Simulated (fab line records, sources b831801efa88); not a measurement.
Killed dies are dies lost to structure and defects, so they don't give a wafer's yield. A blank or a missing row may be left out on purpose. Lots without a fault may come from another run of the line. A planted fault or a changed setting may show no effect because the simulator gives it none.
Which tool did it? | flow sky130 | 6 lots, 18 wafers sampled, at 4 steps of a route of 708

WHAT THE GAUGES READ, wafer by wafer
SKY_DNWELL_TW_MEAS_09.
lot  | measured    | on            | DNWELL_TW
L724 | day 4 01:51 | film_metro-04 | 1110 1115 1114
L728 | day 5 01:27 | film_metro-04 | 30 30 30
L736 | day 7 03:31 | film_metro-01 | 1080 1087 1091
L738 | day 7 09:37 | film_metro-03 | 1125 1121 1122
L740 | day 7 17:53 | film_metro-03 | 1121 1125 1124
L742 | day 8 12:19 | film_metro-03 | 1130 1120 1120

WHICH TOOL RAN EACH LOT (tool, then ch and the chambers of the sampled wafers, then the start)
lot  | SKY_FIELD_ISO_STRIP_16              | SKY_FIELD_ISO_ETCH_17           | SKY_DNWELL_EXPOSE_04
L724 | plasma_asher-01 ch 0,1, day 3 02:29 | rie_si-02 ch 0,1,3, day 3 02:35 | iline_stepper-01 ch 0, day 3 17:55
L728 | plasma_asher-02 ch 0,1, day 3 22:38 | rie_si-01 ch 0,1,3, day 3 22:44 | iline_stepper-02 ch 0, day 4 15:45
L736 | plasma_asher-04 ch 0,1, day 5 17:38 | rie_si-02 ch 0,2, day 5 17:44   | iline_stepper-02 ch 0, day 6 17:43
L738 | plasma_asher-01 ch 0,1, day 6 03:46 | rie_si-01 ch 1,2, day 6 03:52   | iline_stepper-01 ch 0, day 6 23:06
L740 | plasma_asher-01 ch 0, day 6 12:29   | rie_si-01 ch 1,2,3, day 6 12:35 | iline_stepper-01 ch 0, day 7 06:52
L742 | plasma_asher-04 ch 0,1, day 7 04:53 | rie_si-01 ch 1,2, day 7 04:58   | iline_stepper-01 ch 0, day 8 01:19
- SKY_FIELD_ISO_STRIP_16: strips in O2/N2.
- SKY_FIELD_ISO_ETCH_17: etches Si in HBr/Cl2/O2, target depth 342 nm, time 97.7 s.
- SKY_DNWELL_EXPOSE_04: exposes mask DNM, target cd 3000 nm.

THE ANSWER, worked out from the rows above alone
Rule: what is usual is taken from the lots themselves. Put in order of their means at a reading, lots are off if they are a third of the lots or fewer, leave a main group of 4 or more, and stand apart from it by a gap of 3 or more times the standard deviation of the main group's means; of several such gaps the widest counts. A main group whose means are all the same, to the digits that the tables above print for the reading, isn't used. A lot without any number at a reading at which 4 lots or more have one is off too. The other lots that the step has rows for count as sound.
Off: L728, at SKY_DNWELL_TW_MEAS_09 (DNWELL_TW). The main group: mean 1114, standard deviation 14.
A tool fits if, at a process step before that reading, it ran every lot that is off, and no sound lot after the first of them. The gauges at SKY_DNWELL_TW_MEAS_09 are tried like those tools. Can't be told from this: 2 tools fit, plasma_asher-02 at SKY_FIELD_ISO_STRIP_16, film_metro-04 at SKY_DNWELL_TW_MEAS_09.

WHAT THE SIMULATOR HAD PUT IN
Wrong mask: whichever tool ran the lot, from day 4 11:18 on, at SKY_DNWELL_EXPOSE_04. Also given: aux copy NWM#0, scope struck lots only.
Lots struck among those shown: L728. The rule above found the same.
